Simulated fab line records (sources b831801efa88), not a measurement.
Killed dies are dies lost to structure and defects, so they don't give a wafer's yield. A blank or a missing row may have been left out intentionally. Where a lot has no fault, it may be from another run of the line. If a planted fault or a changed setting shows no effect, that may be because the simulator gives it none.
The tool behind it: which one? / flow gf180mcu / 38 wafers from 13 lots sampled at 5 of the route's 602 steps

== WHAT EACH GAUGE READ, for each wafer ==
GF_M2_OVL_MEAS_15. Usual: M2_OVL typically reads -2 nm, with standard deviation 5.8.
lot=L632; measured=day 19 00:20; on=overlay-01; M2_OVL (nm)=0 -6 1; flag=
lot=L634; measured=day 20 03:02; on=overlay-02; M2_OVL (nm)=-8 3 1; flag=
lot=L633; measured=day 20 03:41; on=overlay-01; M2_OVL (nm)=-2 5 -4; flag=
lot=L636; measured=day 20 22:48; on=overlay-01; M2_OVL (nm)=4 5 7; flag=
lot=L638; measured=day 21 07:32; on=overlay-02; M2_OVL (nm)=-4 -2; flag=
lot=L645; measured=day 23 23:56; on=overlay-01; M2_OVL (nm)=-6 -4 3; flag=
lot=L646; measured=day 24 08:20; on=overlay-01; M2_OVL (nm)=-2 -9 0; flag=
lot=L647; measured=day 24 15:05; on=overlay-01; M2_OVL (nm)=-6 -8 -4; flag=
lot=L649; measured=day 25 08:47; on=overlay-01; M2_OVL (nm)=1 1 -5; flag=
lot=L651; measured=day 26 03:53; on=overlay-02; M2_OVL (nm)=-8 -6 -5; flag=
lot=L652; measured=day 26 07:35; on=overlay-02; M2_OVL (nm)=-1 0 0; flag=
lot=L653; measured=day 26 09:23; on=overlay-01; M2_OVL (nm)=-3 -1 -5; flag=
lot=L654; measured=day 26 14:29; on=overlay-01; M2_OVL (nm)=5 -3 1; flag=

GF_V2_OVL_MEAS_15. Usual: V2_OVL typically reads 0 nm, with standard deviation 5.7.
lot=L632; measured=day 20 01:48; on=overlay-02; V2_OVL (nm)=-3 -5 1; flag=
lot=L634; measured=day 21 04:13; on=overlay-02; V2_OVL (nm)=2 -5 5; flag=
lot=L633; measured=day 21 04:55; on=overlay-01; V2_OVL (nm)=1 0 -6; flag=
lot=L636; measured=day 21 23:51; on=overlay-01; V2_OVL (nm)=-5 -9 -6; flag=
lot=L638; measured=day 22 08:52; on=overlay-02; V2_OVL (nm)=6 3; flag=
lot=L645; measured=day 24 23:05; on=overlay-01; V2_OVL (nm)=6 -4 -3; flag=
lot=L646; measured=day 25 07:21; on=overlay-02; V2_OVL (nm)=10 5 5; flag=
lot=L647; measured=day 25 14:47; on=overlay-02; V2_OVL (nm)=11 10 3; flag=
lot=L649; measured=day 26 07:31; on=overlay-01; V2_OVL (nm)=-3 1 -3; flag=
lot=L651; measured=day 27 02:07; on=overlay-01; V2_OVL (nm)=-9 -5 -12; flag=
lot=L652; measured=day 27 05:41; on=overlay-01; V2_OVL (nm)=-2 0 0; flag=
lot=L653; measured=day 27 07:32; on=overlay-01; V2_OVL (nm)=4 3 4; flag=
lot=L654; measured=day 27 12:35; on=overlay-02; V2_OVL (nm)=-3 3 -4; flag=

GF_M3_CD_MEAS_14 targets a cd of 280 nm. Usual: 279.5 nm for cd-nm, sd 1.3.
lot=L632; measured=day 21 03:25; on=cd-sem-02; cd-nm (nm)=279.4 279.3 279.4; flag=
lot=L634; measured=day 22 05:11; on=cd-sem-02; cd-nm (nm)=278.9 279.7 278.0; flag=
lot=L633; measured=day 22 06:33; on=cd-sem-01; cd-nm (nm)=280.4 281.5 280.0; flag=
lot=L636; measured=day 23 00:23; on=cd-sem-01; cd-nm (nm)=279.6 265.0 279.9; flag=OFF
lot=L638; measured=day 23 09:39; on=cd-sem-01; cd-nm (nm)=265.7 278.8; flag=OFF
lot=L645; measured=day 25 21:47; on=cd-sem-02; cd-nm (nm)=281.3 280.5 279.2; flag=
lot=L646; measured=day 26 06:01; on=cd-sem-01; cd-nm (nm)=278.9 279.9 279.1; flag=
lot=L647; measured=day 26 13:50; on=cd-sem-02; cd-nm (nm)=280.8 281.1 281.0; flag=
lot=L649; measured=day 27 05:44; on=cd-sem-02; cd-nm (nm)=279.7 279.0 279.4; flag=
lot=L651; measured=day 28 00:03; on=cd-sem-01; cd-nm (nm)=279.4 279.6 279.3; flag=
lot=L652; measured=day 28 03:11; on=cd-sem-01; cd-nm (nm)=278.7 278.8 278.1; flag=
lot=L653; measured=day 28 05:00; on=cd-sem-01; cd-nm (nm)=277.7 276.6 277.4; flag=
lot=L654; measured=day 28 09:35; on=cd-sem-01; cd-nm (nm)=282.1 283.0 281.8; flag=

== TOOL THAT RAN EACH LOT (tool first, then ch and the chambers of the sampled wafers, then the start) ==
lot=L632; GF_M2_METAL_ETCH_16=rie-metal-04 ch 0,1, day 19 00:22; GF_M3_EXPOSE_11=krf-scanner-02 ch 0, day 20 15:08
lot=L634; GF_M2_METAL_ETCH_16=rie-metal-03 ch 0,1, day 20 03:04; GF_M3_EXPOSE_11=krf-scanner-01 ch 0, day 21 17:13
lot=L633; GF_M2_METAL_ETCH_16=rie-metal-01 ch 0,1, day 20 03:46; GF_M3_EXPOSE_11=krf-scanner-02 ch 0, day 21 18:19
lot=L636; GF_M2_METAL_ETCH_16=rie-metal-04 ch 0,1, day 20 22:50; GF_M3_EXPOSE_11=krf-scanner-02 ch 0, day 22 12:50
lot=L638; GF_M2_METAL_ETCH_16=rie-metal-03 ch 0, day 21 07:37; GF_M3_EXPOSE_11=krf-scanner-02 ch 0, day 22 22:06
lot=L645; GF_M2_METAL_ETCH_16=rie-metal-01 ch 0,1, day 23 23:58; GF_M3_EXPOSE_11=krf-scanner-01 ch 0, day 25 11:26
lot=L646; GF_M2_METAL_ETCH_16=rie-metal-01 ch 0,1, day 24 08:24; GF_M3_EXPOSE_11=krf-scanner-01 ch 0, day 25 19:49
lot=L647; GF_M2_METAL_ETCH_16=rie-metal-01 ch 0,1, day 24 15:07; GF_M3_EXPOSE_11=krf-scanner-01 ch 0, day 26 03:34
lot=L649; GF_M2_METAL_ETCH_16=rie-metal-01 ch 0,1, day 25 08:49; GF_M3_EXPOSE_11=krf-scanner-02 ch 0, day 26 19:51
lot=L651; GF_M2_METAL_ETCH_16=rie-metal-01 ch 0,1, day 26 03:55; GF_M3_EXPOSE_11=krf-scanner-01 ch 0, day 27 13:59
lot=L652; GF_M2_METAL_ETCH_16=rie-metal-04 ch 0, day 26 07:37; GF_M3_EXPOSE_11=krf-scanner-02 ch 0, day 27 17:50
lot=L653; GF_M2_METAL_ETCH_16=rie-metal-03 ch 0,1, day 26 09:25; GF_M3_EXPOSE_11=krf-scanner-02 ch 0, day 27 19:31
lot=L654; GF_M2_METAL_ETCH_16=rie-metal-01 ch 0,1, day 26 14:32; GF_M3_EXPOSE_11=krf-scanner-01 ch 0, day 28 00:37
- GF_M2_METAL_ETCH_16: etches the open film in Cl2/BCl3, stops on SiO2, target depth 750.8 nm, time 125.1 s.
- GF_M3_EXPOSE_11: exposes mask Metal3, target cd 280 nm.

== AS READ BY THE TOOLS THEMSELVES (means over the sampled wafers that have a number; for cases with no such wafer, the mark the record gives instead) ==
GF_M2_METAL_ETCH_16. Usual: drypump-motor-current-A 5.9 A, standard deviation 0.32; oes-product-au 0.987 a.u., standard deviation 0.0068; throttle-valve-pct 28.234 %, standard deviation 0.012.
lot=L632; tool=rie-metal-04; drypump-motor-current-A (A)=5.8; oes-product-au (a.u.)=0.989; throttle-valve-pct (%)=28.225; flag=
lot=L634; tool=rie-metal-03; drypump-motor-current-A (A)=6.1; oes-product-au (a.u.)=0.988; throttle-valve-pct (%)=28.226; flag=
lot=L633; tool=rie-metal-01; drypump-motor-current-A (A)=5.9; oes-product-au (a.u.)=0.985; throttle-valve-pct (%)=28.238; flag=
lot=L636; tool=rie-metal-04; drypump-motor-current-A (A)=5.7; oes-product-au (a.u.)=0.978; throttle-valve-pct (%)=28.244; flag=
lot=L638; tool=rie-metal-03; drypump-motor-current-A (A)=6.0; oes-product-au (a.u.)=0.992; throttle-valve-pct (%)=28.223; flag=
lot=L645; tool=rie-metal-01; drypump-motor-current-A (A)=5.7; oes-product-au (a.u.)=0.988; throttle-valve-pct (%)=28.221; flag=
lot=L646; tool=rie-metal-01; drypump-motor-current-A (A)=5.7; oes-product-au (a.u.)=0.987; throttle-valve-pct (%)=28.233; flag=
lot=L647; tool=rie-metal-01; drypump-motor-current-A (A)=5.7; oes-product-au (a.u.)=0.987; throttle-valve-pct (%)=28.233; flag=
lot=L649; tool=rie-metal-01; drypump-motor-current-A (A)=5.9; oes-product-au (a.u.)=0.993; throttle-valve-pct (%)=28.238; flag=
lot=L651; tool=rie-metal-01; drypump-motor-current-A (A)=5.8; oes-product-au (a.u.)=0.987; throttle-valve-pct (%)=28.239; flag=
lot=L652; tool=rie-metal-04; drypump-motor-current-A (A)=5.4; oes-product-au (a.u.)=0.980; throttle-valve-pct (%)=28.241; flag=
lot=L653; tool=rie-metal-03; drypump-motor-current-A (A)=6.1; oes-product-au (a.u.)=0.992; throttle-valve-pct (%)=28.236; flag=
lot=L654; tool=rie-metal-01; drypump-motor-current-A (A)=5.9; oes-product-au (a.u.)=0.986; throttle-valve-pct (%)=28.236; flag=

== THE ANSWER, worked out from the rows above alone ==
Rule: a lot counts as off when the mean over its wafers that have a number is more than 3 standard deviations away from the usual mean. A lot without any number at a reading at which 4 lots or more have one is off too. Where the step has rows for the other lots, those lots are counted as sound. First the gauges in route order, then the tools' own readings, where a lot's mean is used as printed above. The first step at which some lot is off is used, and at that step the reading that is off furthest; a lot without a number counts as furthest.
Off: L636, L638 (GF_M3_CD_MEAS_14, cd-nm).
A tool fits if, at a process step before that reading, it ran every lot that is off, and no sound lot after the first of them. Gauges at GF_M3_CD_MEAS_14: tried the same way as those tools. None of those tried fits.

== WHAT WAS PUT IN BY THE SIMULATOR ==
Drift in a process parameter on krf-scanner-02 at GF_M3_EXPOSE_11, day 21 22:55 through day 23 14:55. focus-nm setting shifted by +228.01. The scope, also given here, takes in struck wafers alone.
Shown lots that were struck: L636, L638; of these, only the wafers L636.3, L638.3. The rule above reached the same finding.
